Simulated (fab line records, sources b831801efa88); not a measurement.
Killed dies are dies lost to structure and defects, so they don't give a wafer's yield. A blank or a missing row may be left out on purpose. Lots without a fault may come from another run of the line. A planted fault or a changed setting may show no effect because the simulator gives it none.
Which tool did it? | flow gf180mcu | 11 lots, 33 wafers sampled, at 6 steps of a route of 602

WHAT THE GAUGES READ, wafer by wafer
GF_V2_CD_MEAS_14: target cd 260 nm.
lot  | measured     | on        | cd_nm (nm)
L964 | day 20 11:56 | cd_sem-02 | 261.5 260.3 261.3
L965 | day 21 02:01 | cd_sem-01 | 260.6 260.9 260.2
L967 | day 22 01:51 | cd_sem-01 | 258.6 260.4 260.3
L970 | day 23 08:07 | cd_sem-02 | 259.5 260.2 259.3
L974 | day 24 15:05 | cd_sem-02 | 259.3 258.7 259.7
L975 | day 24 18:13 | cd_sem-02 | 258.8 259.4 259.6
L976 | day 24 22:19 | cd_sem-02 | 259.4 258.7 260.7
L977 | day 25 09:40 | cd_sem-02 | 260.1 261.6 260.6
L978 | day 25 18:16 | cd_sem-02 | 259.4 259.6 259.9
L984 | day 27 08:43 | cd_sem-01 | 259.1 258.7 259.3
L985 | day 27 13:46 | cd_sem-02 | 262.0 262.3 260.7

GF_V5_RS_MEAS_24: measures by four-point-probe.
lot  | measured     | on            | V5_W_RS (ohm/sq)
L964 | day 27 14:32 | film_metro-02 | 0.326 0.317 0.324
L965 | day 28 01:43 | film_metro-04 | 0.324 0.320 0.327
L967 | day 28 20:22 | film_metro-02 | 0.326 0.318 0.317
L970 | day 29 19:49 | film_metro-04 | 0.330 0.322 0.318
L974 | day 31 00:10 | film_metro-03 | 0.321 0.322 0.322
L975 | day 31 02:27 | film_metro-03 | 0.324 0.329 0.320
L976 | day 31 03:33 | film_metro-04 | 0.359 0.326 0.326 0.359 0.326 0.326
L977 | day 31 15:07 | film_metro-04 | 0.317 0.322 0.318
L978 | day 31 22:06 | film_metro-04 | 0.357 0.324 0.362 0.357 0.324 0.363
L984 | day 33 05:53 | film_metro-02 | 0.322 0.321 0.322
L985 | day 33 09:22 | film_metro-04 | 0.321 0.321 0.322

GF_V5_THK_MEAS_25: measures by xrf.
lot  | measured     | on            | V5_W_THK (nm)
L964 | day 27 14:38 | film_metro-02 | 364 378 368
L965 | day 28 01:50 | film_metro-04 | 362 370 359
L967 | day 28 20:28 | film_metro-02 | 364 374 376
L970 | day 29 19:56 | film_metro-04 | 353 362 366
L974 | day 31 00:17 | film_metro-03 | 371 370 371
L975 | day 31 02:33 | film_metro-03 | 368 362 373
L976 | day 31 06:29 | film_metro-04 | 322 355 355 322 354 355
L977 | day 31 15:13 | film_metro-04 | 368 360 365
L978 | day 32 01:10 | film_metro-04 | 328 359 320 326 360 321
L984 | day 33 06:00 | film_metro-02 | 366 365 362
L985 | day 33 09:29 | film_metro-04 | 361 362 360

WHICH TOOL RAN EACH LOT (tool, then ch and the chambers of the sampled wafers, then the start)
lot  | GF_M2_SPUTTER_04             | GF_V5_CMP_04                  | GF_V5_CVD_23
L964 | pvd_sputter-01, day 18 09:16 | cmp-02 ch 0,1,2, day 26 16:23 | cvd_w-01 ch 0,1, day 27 14:24
L965 | pvd_sputter-01, day 19 00:14 | cmp-01 ch 0,1, day 27 03:34   | cvd_w-01 ch 0,1, day 28 01:36
L967 | pvd_sputter-03, day 19 23:59 | cmp-01 ch 0,2,3, day 27 23:07 | cvd_w-01 ch 0,1, day 28 20:16
L970 | pvd_sputter-03, day 21 08:01 | cmp-01 ch 1,2,3, day 28 23:32 | cvd_w-02 ch 0,1, day 29 19:42
L974 | pvd_sputter-01, day 22 16:01 | cmp-01 ch 0,1, day 30 04:01   | cvd_w-01 ch 0, day 31 00:02
L975 | pvd_sputter-01, day 22 18:25 | cmp-02 ch 0,1,3, day 30 07:07 | cvd_w-02 ch 0,1, day 31 02:20
L976 | pvd_sputter-04, day 22 23:40 | cmp-01 ch 1,2,3, day 30 07:50 | cvd_w-01 ch 0,1, day 31 03:26
L977 | pvd_sputter-04, day 23 11:27 | cmp-01 ch 1,2,3, day 30 19:50 | cvd_w-02 ch 0,1, day 31 15:00
L978 | pvd_sputter-04, day 23 20:50 | cmp-01 ch 1,2,3, day 31 02:52 | cvd_w-01 ch 0,1, day 31 21:59
L984 | pvd_sputter-01, day 25 12:53 | cmp-02 ch 1,2, day 32 11:28   | cvd_w-02 ch 1, day 33 05:38
L985 | pvd_sputter-03, day 25 18:43 | cmp-02 ch 0,1,2, day 32 15:22 | cvd_w-02 ch 0,1, day 33 09:16
- GF_M2_SPUTTER_04: material TiN, target thk 50 nm, time 41.7 s.
- GF_V5_CMP_04: polishes SiO2.
- GF_V5_CVD_23: deposits W, target thk 350 nm, time 104.9 s.

WHAT THE TOOLS THEMSELVES READ (means of the sampled wafers that have a number; where no wafer has one, the mark that the record gives instead)
GF_M2_SPUTTER_04.
lot  | tool           | throttle_valve_pct (%)
L964 | pvd_sputter-01 | 30.0
L965 | pvd_sputter-01 | 29.3
L967 | pvd_sputter-03 | 29.8
L970 | pvd_sputter-03 | 30.3
L974 | pvd_sputter-01 | 30.8
L975 | pvd_sputter-01 | 31.1
L976 | pvd_sputter-04 | 30.3
L977 | pvd_sputter-04 | 29.3
L978 | pvd_sputter-04 | 29.8
L984 | pvd_sputter-01 | 30.6
L985 | pvd_sputter-03 | 30.7

GF_V5_CMP_04.
lot  | tool   | motor_current_A (A)
L964 | cmp-02 | 11.9
L965 | cmp-01 | 11.9
L967 | cmp-01 | 12.0
L970 | cmp-01 | 12.6
L974 | cmp-01 | 12.4
L975 | cmp-02 | 12.1
L976 | cmp-01 | 13.1
L977 | cmp-01 | 12.5
L978 | cmp-01 | 12.9
L984 | cmp-02 | 12.5
L985 | cmp-02 | 11.9

GF_V5_CVD_23.
lot  | tool     | chamber_pressure_Torr (Torr) | heater_power_w (W)
L964 | cvd_w-01 | 39.93                        | 847
L965 | cvd_w-01 | 39.95                        | 846
L967 | cvd_w-01 | 40.02                        | 883
L970 | cvd_w-02 | 39.95                        | 873
L974 | cvd_w-01 | 40.06                        | 916
L975 | cvd_w-02 | 39.96                        | 891
L976 | cvd_w-01 | 37.24                        | 840
L977 | cvd_w-02 | 40.00                        | 875
L978 | cvd_w-01 | 34.71                        | 877
L984 | cvd_w-02 | 40.03                        | 928
L985 | cvd_w-02 | 40.06                        | 862

THE ANSWER, worked out from the rows above alone
Rule: what is usual is taken from the lots themselves. Put in order of their means at a reading, lots are off if they are a third of the lots or fewer, leave a main group of 4 or more, and stand apart from it by a gap of 3 or more times the standard deviation of the main group's means; of several such gaps the widest counts. A main group whose means are all the same, to the digits that the tables above print for the reading, isn't used. A lot without any number at a reading at which 4 lots or more have one is off too. The other lots that the step has rows for count as sound. The gauges are gone through in route order, then the tools' own readings, and for those a lot's mean is taken as printed above. The first step at which some lot is off is used, and at that step the reading that is off furthest; a lot without a number counts as furthest.
Off: L976, L978, at GF_V5_RS_MEAS_24 (V5_W_RS). The main group: mean 0.322 ohm/sq, standard deviation 0.0016.
A tool fits if, at a process step before that reading, it ran every lot that is off, and no sound lot after the first of them. The gauges at GF_V5_RS_MEAS_24 aren't tried: what is off there is off at GF_V5_CVD_23 too, on other tools, and a gauge's error can't cause that. One fits: cvd_w-01 at GF_V5_CVD_23. Its last sound lot is L974 (day 31 00:02), its first lot that is off L976 (day 31 03:26): a fault that began between those two fits.
The tool's own readings at GF_V5_CVD_23 bear it out: on the lots that are off they differ by more than 5 times the standard deviation of the sound lots' means. chamber_pressure_Torr reads 35.98 Torr there against 40.00 Torr on the sound lots.

WHAT THE SIMULATOR HAD PUT IN
Process parameter drift: cvd_w-01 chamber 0, from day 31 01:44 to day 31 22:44, at GF_V5_CVD_23. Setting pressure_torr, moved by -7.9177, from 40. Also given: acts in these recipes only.
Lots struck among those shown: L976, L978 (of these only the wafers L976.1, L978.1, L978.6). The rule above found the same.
